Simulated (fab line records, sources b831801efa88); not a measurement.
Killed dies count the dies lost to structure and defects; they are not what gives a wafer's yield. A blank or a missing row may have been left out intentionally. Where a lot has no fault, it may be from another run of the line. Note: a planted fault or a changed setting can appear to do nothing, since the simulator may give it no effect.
fab line records | flow sky130 | part 2 of 2: steps 31 to 39 of 39
record lots=5 | wafers=15 | last_day=50
route steps=708 shown RES_XHIGH@339 SD_N@342 SD_P@359 SALICIDE@361 LI_CONTACT@362
lots that met no fault: from a run of the same line without faults
start_h: hours from the record's first day to the start of the lot's first wafer shown | wait_h: hours from the lot's prior step to this one | " unchanged from the row above | L1.1+2: a row that stands for several wafers | - value missing, or start not given | * or withheld: withheld | < > ~ a bound
route shown NAME@n: NAME is a module with steps in the file, n the number in the route of the first one | usual: mean and standard deviation over wafers with no fault | same: alike in all rows | chamber/n: place in a boat | sites: the reading at each site | _std_site: the standard deviation of these | _edge_site: the outer-site mean with the inner-site mean subtracted | radius_mm: for every site, how far away it sits from the centre of the wafer | mask NAME#n: copy n | behind: the last tool/chamber to shape the wafer | hold: why the lot went on hold/how many hours it stayed there/how the hold came to an end | device: transistor that didn't switch, given as n, p or np | end of line: tests run on the same wafers once the route is complete | for a step that has no rows: nothing shown but its recipe | killed: dies lost to structure and defects at the first sort, not the wafer's yield | map: the dies of a wafer, with x for killed, . for not killed, _ for no die there
set.NAME: the setting as run; set.NAME@STEP: as run at that earlier step | model.NAME: the simulator's own value behind a step, which no gauge read
lots at some steps of the route; a table a step, a row a wafer
services: a tool's chamber out of use, with start hour (start_h, from the record's first day; less than 0 if before it), hours out, and reason
## steps
# step SKY_LI_CONTACT_SOFTBAKE_08
# recipe temp_c=100.8 | time_s=90 | resist=KrF-thick
lot.wafer  | tool           | chamber | start_h | wait_h
L076.4+5+6 | litho_track-02 | 0       | -       | -
L083.2+5+6 | litho_track-04 | 0       | -       | -
L089.1+5+6 | litho_track-02 | 0       | -       | -
L092.1+3+4 | litho_track-04 | 0       | -       | -
L097.2+4+5 | litho_track-01 | 0       | -       | -
# step SKY_LI_CONTACT_EXPOSE_09
# recipe mask_id=LICM1 | na=0.8 | source_shape=annular | sigma_inner=0.55 | sigma_outer=0.85 | target_cd_nm=170 | dose_mj=38
# usual focus_offset_nm=0.0/0.44
lot.wafer | tool           | chamber | start_h | wait_h | mask    | focus_offset_nm
L076.4    | krf_scanner-02 | 0       | -       | -      | LICM1#0 | -0.3
L076.5    | "              | 0       | "       | "      | LICM1#0 | -0.2
L076.6    | "              | 0       | "       | "      | LICM1#0 | 0.9
L083.2    | krf_scanner-02 | 0       | -       | -      | LICM1#0 | -0.4
L083.5    | "              | 0       | "       | "      | LICM1#0 | 0.2
L083.6    | "              | 0       | "       | "      | LICM1#0 | 0.2
L089.1    | krf_scanner-01 | 0       | -       | -      | LICM1#0 | 0.1
L089.5    | "              | 0       | "       | "      | LICM1#0 | 0.4
L089.6    | "              | 0       | "       | "      | LICM1#0 | -0.5
L092.1    | krf_scanner-01 | 0       | -       | -      | LICM1#0 | 0.0
L092.3    | "              | 0       | "       | "      | LICM1#0 | -0.5
L092.4    | "              | 0       | "       | "      | LICM1#0 | -0.3
L097.2    | krf_scanner-01 | 0       | -       | -      | LICM1#0 | 0.5
L097.4    | "              | 0       | "       | "      | LICM1#0 | 0.2
L097.5    | "              | 0       | "       | "      | LICM1#0 | -0.3
# step SKY_LI_CONTACT_PEB_10
# recipe peb_temp_c=withheld | peb_time_s=withheld | resist=KrF-thick
lot.wafer  | tool           | chamber | start_h | wait_h
L076.4+5+6 | litho_track-02 | 0       | -       | -
L083.2+5+6 | litho_track-01 | 0       | -       | -
L089.1+5+6 | litho_track-02 | 0       | -       | -
L092.1+3+4 | litho_track-04 | 0       | -       | -
L097.2+4+5 | litho_track-01 | 0       | -       | -
# step SKY_LI_CONTACT_DEVELOP_11
# recipe develop_time_s=60 | resist=KrF-thick | dev_temp_c=21
lot.wafer  | tool           | chamber | start_h | wait_h
L076.4+5+6 | litho_track-02 | 0       | -       | -
L083.2+5+6 | litho_track-01 | 0       | -       | -
L089.1+5+6 | litho_track-02 | 0       | -       | -
L092.1+3+4 | litho_track-04 | 0       | -       | -
L097.2+4+5 | litho_track-01 | 0       | -       | -
# step SKY_LI_CONTACT_CD_MEAS_12
# recipe target_cd_nm=170
# usual cd_nm=169.6/1.3
lot.wafer | tool      | chamber | start_h | wait_h | cd_nm
L076.4    | cd_sem-02 | -       | 700.34  | -      | 169.3
L076.5    | "         | -       | "       | "      | 171.3
L076.6    | "         | -       | "       | "      | 169.5
L083.2    | cd_sem-01 | -       | 750.06  | -      | 171.0
L083.5    | "         | -       | "       | "      | 168.9
L083.6    | "         | -       | "       | "      | 169.6
L089.1    | cd_sem-01 | -       | 789.78  | -      | 168.0
L089.5    | "         | -       | "       | "      | 169.6
L089.6    | "         | -       | "       | "      | 170.7
L092.1    | cd_sem-02 | -       | 819.86  | -      | 168.9
L092.3    | "         | -       | "       | "      | 169.6
L092.4    | "         | -       | "       | "      | 167.4
L097.2    | cd_sem-02 | -       | 848.21  | -      | 170.1
L097.4    | "         | -       | "       | "      | 171.6
L097.5    | "         | -       | "       | "      | 169.9
# step SKY_LI_CONTACT_OVL_MEAS_13
# usual LI_CONTACT_OVL=1/5.4
lot.wafer | tool       | chamber | start_h | wait_h | LI_CONTACT_OVL[nm]
L076.4    | overlay-01 | -       | 700.42  | 0.1    | 1
L076.5    | "          | -       | "       | "      | -1
L076.6    | "          | -       | "       | "      | -2
L083.2    | overlay-01 | -       | 750.17  | 0.1    | -6
L083.5    | "          | -       | "       | "      | -7
L083.6    | "          | -       | "       | "      | 1
L089.1    | overlay-01 | -       | 789.90  | 0.1    | 4
L089.5    | "          | -       | "       | "      | 3
L089.6    | "          | -       | "       | "      | 0
L092.1    | overlay-01 | -       | 819.98  | 0.1    | -10
L092.3    | "          | -       | "       | "      | -9
L092.4    | "          | -       | "       | "      | -2
L097.2    | overlay-02 | -       | 848.32  | 0.1    | -2
L097.4    | "          | -       | "       | "      | 0
L097.5    | "          | -       | "       | "      | 2
# step SKY_LI_CONTACT_ETCH_14
# recipe chemistry=N2/H2 | target=BARC | ion_energy_ev=200 | source_w=500 | bias_w=100 | pressure_mtorr=30 | n2_flow_sccm=100 | h2_flow_sccm=200 | stop_on=SiO2 | time_s=45.9 | target_depth_a=600
# usual bias_w=99.98/0.3 | drypump_motor_current_A=5.6/0.4 | n2_flow_sccm=100.01/0.27 | oes_product_au=0.855/0.0045 | throttle_valve_pct=13.226/0.0084
lot.wafer | tool        | chamber | start_h | wait_h | bias_w | drypump_motor_current_A | n2_flow_sccm | oes_product_au | rf_hours_counter_h | throttle_valve_pct
L076.4    | rie_diel-03 | 3       | 700.43  | 0.0    | 100.01 | 5.3                     | 100.23       | 0.854          | 45                 | 13.225
L076.5    | "           | 2       | "       | "      | 100.18 | 5.9                     | 99.90        | 0.855          | -                  | 13.219
L076.6    | "           | 1       | "       | "      | 100.42 | 4.9                     | 100.17       | 0.858          | -                  | 13.237
L083.2    | rie_diel-02 | 0       | 750.20  | 0.0    | 99.36  | 5.1                     | 100.23       | 0.854          | 6                  | 13.218
L083.5    | "           | 1       | "       | "      | 100.25 | 5.5                     | 100.41       | 0.855          | -                  | 13.220
L083.6    | "           | 2       | "       | "      | 100.23 | 5.7                     | 99.77        | 0.854          | -                  | 13.221
L089.1    | rie_diel-02 | 2       | 789.94  | 0.0    | 100.44 | 5.7                     | 100.07       | 0.858          | 12                 | 13.233
L089.5    | "           | 1       | "       | "      | 100.32 | 5.5                     | 100.31       | 0.864          | -                  | 13.233
L089.6    | "           | 2       | "       | "      | 100.46 | 5.7                     | 99.46        | 0.864          | -                  | 13.231
L092.1    | rie_diel-02 | 0       | 820.02  | 0.0    | 99.67  | 5.1                     | 99.98        | 0.856          | 7                  | 13.218
L092.3    | "           | 3       | "       | "      | 99.67  | 6.1                     | 99.92        | 0.860          | 10                 | 13.223
L092.4    | "           | 2       | "       | "      | 99.21  | 5.7                     | 99.71        | 0.853          | 13                 | 13.230
L097.2    | rie_diel-02 | 0       | 848.35  | 0.0    | 100.21 | 5.1                     | 100.15       | 0.855          | 8                  | 13.241
L097.4    | "           | 1       | "       | "      | 100.16 | 5.5                     | 100.19       | 0.859          | 8                  | 13.232
L097.5    | "           | 0       | "       | "      | 100.26 | 5.1                     | 99.89        | 0.852          | -                  | 13.226
# step SKY_LI_CONTACT_ETCH_15
# recipe target=PSG | chemistry=C4F8/O2/Ar | stop_on=Si | taper_deg=4.15 | mask_material=KrF-thick | source_w=1500 | bias_w=1200 | pressure_mtorr=40 | c4f8_flow_sccm=withheld | O2_flow_sccm=6 | Ar_flow_sccm=300 | time_s=withheld | target_depth_a=6000
# usual bias_w=1201/3.5 | oes_product_au=0.836/0.0045
lot.wafer | tool        | chamber | start_h | wait_h | bias_w | oes_product_au
L076.4    | rie_diel-03 | 3       | 700.48  | 0.0    | 1201   | 0.836
L076.5    | "           | 2       | "       | "      | 1203   | 0.836
L076.6    | "           | 1       | "       | "      | 1196   | 0.838
L083.2    | rie_diel-02 | 0       | 750.24  | 0.0    | 1201   | 0.836
L083.5    | "           | 1       | "       | "      | 1203   | 0.835
L083.6    | "           | 2       | "       | "      | 1202   | 0.837
L089.1    | rie_diel-02 | 2       | 789.98  | 0.0    | 1196   | 0.834
L089.5    | "           | 1       | "       | "      | 1200   | 0.834
L089.6    | "           | 2       | "       | "      | 1201   | 0.833
L092.1    | rie_diel-02 | 0       | 820.06  | 0.0    | 1194   | 0.829
L092.3    | "           | 3       | "       | "      | 1205   | 0.833
L092.4    | "           | 2       | "       | "      | 1206   | 0.832
L097.2    | rie_diel-02 | 0       | 848.39  | 0.0    | 1202   | 0.838
L097.4    | "           | 1       | "       | "      | 1200   | 0.834
L097.5    | "           | 0       | "       | "      | 1203   | 0.832
# step SKY_LI_CONTACT_STRIP_16
# recipe chemistry=O2/N2 | power_w=1400 | pressure_mtorr=1500 | platen_temp_c=withheld | o2_flow_sccm=3000 | n2_flow_sccm=300 | overash_fraction=0.5
# usual drypump_motor_current_A=6.0/0.35 | n2_flow_sccm=300.1/0.96 | o2_flow_sccm=3001/9.4 | oes_product_au=0.376/0.0043 | strip_time_to_endpoint_s=3.51/0.034
lot.wafer | tool            | chamber | start_h | wait_h | drypump_motor_current_A | n2_flow_sccm | o2_flow_sccm | oes_product_au | rf_hours_counter_h | strip_time_to_endpoint_s
L076.4    | plasma_asher-04 | 0       | 700.60  | -      | 5.9                     | 300.1        | 2985         | 0.369          | -                  | 3.51
L076.5    | "               | 0       | "       | "      | 5.9                     | 299.9        | 3000         | 0.375          | -                  | 3.53
L076.6    | "               | 1       | "       | "      | 5.6                     | 300.1        | 2986         | 0.383          | -                  | 3.48
L083.2    | plasma_asher-03 | 1       | 750.33  | -      | 5.9                     | 300.2        | 3004         | 0.365          | 60                 | 3.51
L083.5    | "               | 0       | "       | "      | 6.4                     | 299.4        | 3000         | 0.376          | -                  | 3.57
L083.6    | "               | 1       | "       | "      | 5.9                     | 300.6        | 3009         | 0.379          | -                  | 3.52
L089.1    | plasma_asher-03 | 1       | 790.06  | -      | 5.9                     | 299.9        | 2996         | 0.379          | 63                 | 3.50
L089.5    | "               | 0       | "       | "      | 6.3                     | 299.3        | 2999         | 0.379          | -                  | 3.53
L089.6    | "               | 1       | "       | "      | 5.9                     | 300.7        | 2994         | 0.378          | -                  | 3.48
L092.1    | plasma_asher-04 | 0       | 820.14  | -      | 5.9                     | 298.4        | 3015         | 0.381          | 103                | 3.53
L092.3    | "               | 1       | "       | "      | 5.6                     | 300.7        | 2996         | 0.378          | -                  | 3.52
L092.4    | "               | 0       | "       | "      | 5.9                     | 299.5        | 3011         | 0.377          | -                  | 3.47
L097.2    | plasma_asher-03 | 1       | 848.48  | -      | 5.9                     | 299.2        | 2993         | 0.377          | 69                 | 3.51
L097.4    | "               | 1       | "       | "      | 5.9                     | 300.4        | 3008         | 0.386          | -                  | 3.55
L097.5    | "               | 0       | "       | "      | 6.4                     | 301.0        | 2996         | 0.378          | -                  | 3.52
## services
tool            | chamber | start_h | hours | kind
krf_scanner-01  | -       | 628.21  | 0.2   | repair
plasma_asher-03 | -       | 628.41  | 30.1  | repair
wet_bench-04    | -       | 633.33  | 2.0   | repair
cmp-01          | -       | 640.15  | 0.9   | repair
hdpcvd-01       | 1       | 642.10  | 6.4   | repair
plasma_asher-03 | -       | 660.11  | 2.8   | pm
plasma_asher-03 | -       | 694.39  | 1.4   | repair
implanter-03    | -       | 695.82  | 4.9   | pm
implanter-03    | -       | 701.54  | 2.3   | repair
plasma_asher-03 | -       | 702.17  | 14.1  | repair
plasma_asher-03 | -       | 703.84  | 0.6   | repair
rie_diel-02     | 0       | 705.16  | 16.2  | repair
implanter-03    | -       | 720.65  | 2.0   | repair
implanter-01    | -       | 753.55  | 6.8   | repair
rie_diel-02     | 3       | 767.10  | 7.8   | repair
implanter-02    | -       | 774.24  | 2.7   | repair
implanter-03    | -       | 777.04  | 1.6   | repair
rie_diel-02     | 3       | 789.02  | 4.9   | repair
plasma_asher-03 | -       | 815.63  | 3.5   | repair
implanter-01    | -       | 820.43  | 3.4   | repair
rie_diel-02     | 0       | 835.49  | 1.5   | repair
implanter-03    | -       | 843.80  | 3.9   | repair
implanter-01    | -       | 845.20  | 15.2  | repair
implanter-02    | -       | 847.68  | 5.6   | pm
